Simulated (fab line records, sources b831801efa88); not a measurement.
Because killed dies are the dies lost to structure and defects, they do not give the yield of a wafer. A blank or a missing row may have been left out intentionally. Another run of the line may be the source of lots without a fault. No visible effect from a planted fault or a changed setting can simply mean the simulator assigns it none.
What tool caused it?    flow gf180mcu    Sampling: 14 lots, 42 wafers, 4 of 602 route steps

WHAT THE GAUGES READ, wafer by wafer
GF_STI_THK_MEAS_02.
lot   measured     on             STI_OXIDATION_THK (nm)
L808  day 1 11:37  film-metro-01  9.81 9.88 10.05
L809  day 1 17:21  film-metro-03  9.90 9.97 10.06
L810  day 1 22:50  film-metro-03  10.20 10.37 10.38
L811  day 2 04:07  film-metro-01  10.36 10.37 10.43
L812  day 2 07:31  film-metro-03  10.12 10.46 10.30
L816  day 3 03:59  film-metro-01  10.28 10.28 10.23
L817  day 3 08:31  film-metro-01  10.17 10.34 10.17
L820  day 3 23:56  film-metro-03  10.34 10.30 10.36
L821  day 4 04:31  film-metro-02  10.22 10.21 10.30
L822  day 4 10:05  film-metro-01  10.13 10.19 10.08
L825  day 5 00:40  film-metro-03  10.05 10.34 10.21
L827  day 5 11:53  film-metro-02  9.98 10.01 10.13
L828  day 5 15:31  film-metro-03  10.15 9.95 10.03
L831  day 6 08:05  film-metro-02  10.40 10.38 10.25

GF_VT_IMPLANT_RS_MEAS_46: measurement is done with a four-point probe.
lot   measured      on             MVSD_RS (ohm/sq)
L808  day 7 11:44   film-metro-04  458.2 458.2 456.3
L809  day 7 20:30   film-metro-02  457.5 458.2 458.2
L810  day 8 03:28   film-metro-02  455.6 458.1 456.1
L811  day 8 12:05   film-metro-04  457.7 457.4 458.3
L812  day 8 16:11   film-metro-01  459.2 460.2 459.4
L816  day 9 19:47   film-metro-01  455.7 456.9 456.1
L817  day 10 01:52  film-metro-02  458.5 456.5 458.4
L820  day 10 23:37  film-metro-01  457.5 457.5 458.3
L821  day 11 10:34  film-metro-04  455.5 456.1 456.3
L822  day 11 14:17  film-metro-02  455.9 457.3 456.7
L825  day 12 10:01  film-metro-02  456.1 457.2 456.4
L827  day 13 05:31  film-metro-02  456.8 457.5 456.7
L828  day 13 05:37  film-metro-01  458.2 458.2 458.5
L831  day 14 05:04  film-metro-01  456.5 456.6 455.7

GF_VT_IMPLANT_RS_MEAS_48: measurement is done with a four-point probe.
lot   measured      on             LVPWELL_RS (ohm/sq)
L808  day 7 11:58   film-metro-04  1197.6 1194.6 1195.1
L809  day 7 20:44   film-metro-02  1195.8 1196.6 1200.5
L810  day 8 03:42   film-metro-02  1191.8 1193.9 1193.5
L811  day 8 12:19   film-metro-04  1196.1 1195.0 1196.8
L812  day 8 16:26   film-metro-01  1197.6 1200.0 1198.5
L816  day 9 20:02   film-metro-01  1196.9 1199.5 1195.3
L817  day 10 02:07  film-metro-02  1201.3 1203.6 1198.3
L820  day 10 23:52  film-metro-01  1201.0 1198.9 1198.2
L821  day 11 10:49  film-metro-04  1202.2 1195.3 1200.0
L822  day 11 14:32  film-metro-02  1201.8 1196.2 1193.7
L825  day 12 10:15  film-metro-02  1195.1 1194.1 1195.5
L827  day 13 05:45  film-metro-02  1200.7 1203.2 1200.1
L828  day 13 05:52  film-metro-01  1201.9 1204.1 1202.7
L831  day 14 05:18  film-metro-01  1201.3 1199.1 1201.8

TOOL THAT RAN EACH LOT (tool first, then ch and the chambers of the sampled wafers, then the start)
lot   GF_MVSD_DEVELOP_06
L808  litho-track-03 ch 0, day 4 09:00
L809  litho-track-04 ch 0, day 4 15:00
L810  litho-track-04 ch 0, day 4 21:00
L811  litho-track-03 ch 0, day 5 04:00
L812  litho-track-04 ch 0, day 5 09:00
L816  litho-track-01 ch 0, day 6 09:00
L817  litho-track-03 ch 0, day 6 14:00
L820  litho-track-03 ch 0, day 7 09:00
L821  litho-track-01 ch 0, day 7 17:00
L822  litho-track-03 ch 0, day 7 20:00
L825  litho-track-04 ch 0, day 8 12:00
L827  litho-track-01 ch 0, day 9 05:00
L828  litho-track-04 ch 0, day 9 05:00
L831  litho-track-01 ch 0, day 10 01:00
- GF_MVSD_DEVELOP_06: develop time 60 s.

AS READ BY THE TOOLS THEMSELVES (means over the sampled wafers that have a number; for cases with no such wafer, the mark the record gives instead)
GF_MVSD_DEVELOP_06.
lot   tool            developer-temp-C (C)
L808  litho-track-03  23.00
L809  litho-track-04  22.98
L810  litho-track-04  22.94
L811  litho-track-03  22.98
L812  litho-track-04  22.85
L816  litho-track-01  23.00
L817  litho-track-03  22.99
L820  litho-track-03  20.64
L821  litho-track-01  22.92
L822  litho-track-03  20.66
L825  litho-track-04  23.08
L827  litho-track-01  23.04
L828  litho-track-04  22.88
L831  litho-track-01  23.09

THE ANSWER, worked out from the rows above alone
Rule: what is usual is taken from the lots themselves. Put in order of their means at a reading, lots are off if they are a third of the lots or fewer, leave a main group of 4 or more, and stand apart from it by a gap of 3 or more times the standard deviation of the main group's means; of several such gaps the widest counts. Not used: any main group whose means are identical at the precision the tables above print for the reading. A lot without any number at a reading at which 4 lots or more have one is off too. Any other lot the step has rows for is counted as sound. After the gauges, taken in route order, come the tools' own readings; for these a lot's mean is taken, as printed above. At the first step where some lot is off, the reading lying furthest off is the one used; lots without a number count as furthest.
Off: L820, L822, at GF_MVSD_DEVELOP_06 (developer-temp-C). Mean 22.98 C and standard deviation 0.07 in the main group.
A tool fits if, at that step or a process step before it, it ran every lot that is off, and no sound lot after the first of them. One candidate fits, namely litho-track-03 at GF_MVSD_DEVELOP_06. A fault onset in the window from L817 (day 6 14:00, its last sound lot) to L820 (day 7 09:00, its first lot off) fits.
On the lots that are off, the tool's own readings at GF_MVSD_DEVELOP_06 differ by more than 5 times the standard deviation of the sound lots' means, which bears it out; developer-temp-C reads 20.65 C there versus 22.98 C on the sound lots.

WHAT THE SIMULATOR HAD INSERTED
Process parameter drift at GF_MVSD_DEVELOP_06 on litho-track-03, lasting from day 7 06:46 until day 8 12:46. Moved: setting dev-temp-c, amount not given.
Shown lots that were struck: L820, L822. The rule given above showed the same thing.
